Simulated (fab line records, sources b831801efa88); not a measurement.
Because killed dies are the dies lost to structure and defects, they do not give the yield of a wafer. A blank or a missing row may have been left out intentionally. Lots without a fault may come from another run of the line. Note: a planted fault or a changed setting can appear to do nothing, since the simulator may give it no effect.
Matching of chambers	flow gf180mcu	3 sister chambers for GF_V3_CVD_02 on pecvd-01
The step deposits SiO2 from TEOS, target thk 850 nm, time 94.851 s. 20 wafers are shown with their chamber, then 10 later ones without.

== WAFERS, EACH WITH ITS CHAMBER ==
wafer	chamber	heaterPowerW (W)
L076.1	0	696
L076.3	2	650
L076.4	2	684
L077.2	2	613
L077.3	0	736
L077.5	0	587
L080.3	2	708
L080.5	0	580
L080.6	2	571
L085.1	0	622
L085.3	2	581
L085.6	2	654
L086.3	2	679
L086.5	0	678
L086.6	1	658
L087.1	1	647
L087.2	0	749
L087.3	2	722
L087.4	0	589
L087.5	2	567

SIGNATURES, as means of the wafers listed above
reading	chamber 0	chamber 1	chamber 2	scatter within a chamber
heaterPowerW	654.62	652.50	642.90	60.7
Rule: a wafer lies at a distance from a chamber equal to the root of the sum of squares, over the readings, of (its reading less the chamber's mean, divided by the reading's scatter). If the next closest chamber is less than 2 further off than the closest, the wafer can't be placed; otherwise it belongs to the closest. The scatter: take each reading less its chamber's mean, square it, sum over the shown wafers, divide by the number of wafers less the number of chambers, and take the root.

== WAFERS MISSING THEIR CHAMBER ==
wafer	heaterPowerW (W)
L087.6	688
L091.1	700
L091.2	596
L091.3	629
L091.4	740
L091.5	659
L091.6	691
L093.1	621
L093.3	604
L093.6	683

== THE CHAMBER EACH PASSED THROUGH ==
wafer	from the rows above	in truth
L087.6	can't be placed: 0 or 1 or 2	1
L091.1	can't be placed: 0 or 1 or 2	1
L091.2	can't be placed: 2 or 1 or 0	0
L091.3	can't be placed: 2 or 1 or 0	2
L091.4	can't be placed: 0 or 1 or 2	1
L091.5	can't be placed: 0 or 1 or 2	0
L091.6	can't be placed: 0 or 1 or 2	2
L093.1	can't be placed: 2 or 1 or 0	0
L093.3	can't be placed: 2 or 1 or 0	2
L093.6	can't be placed: 0 or 1 or 2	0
Correct placement for 0 of the 10. Unplaceable from these rows: 10, with the true chamber sitting among the candidates in 10. Number placed wrongly: 0.
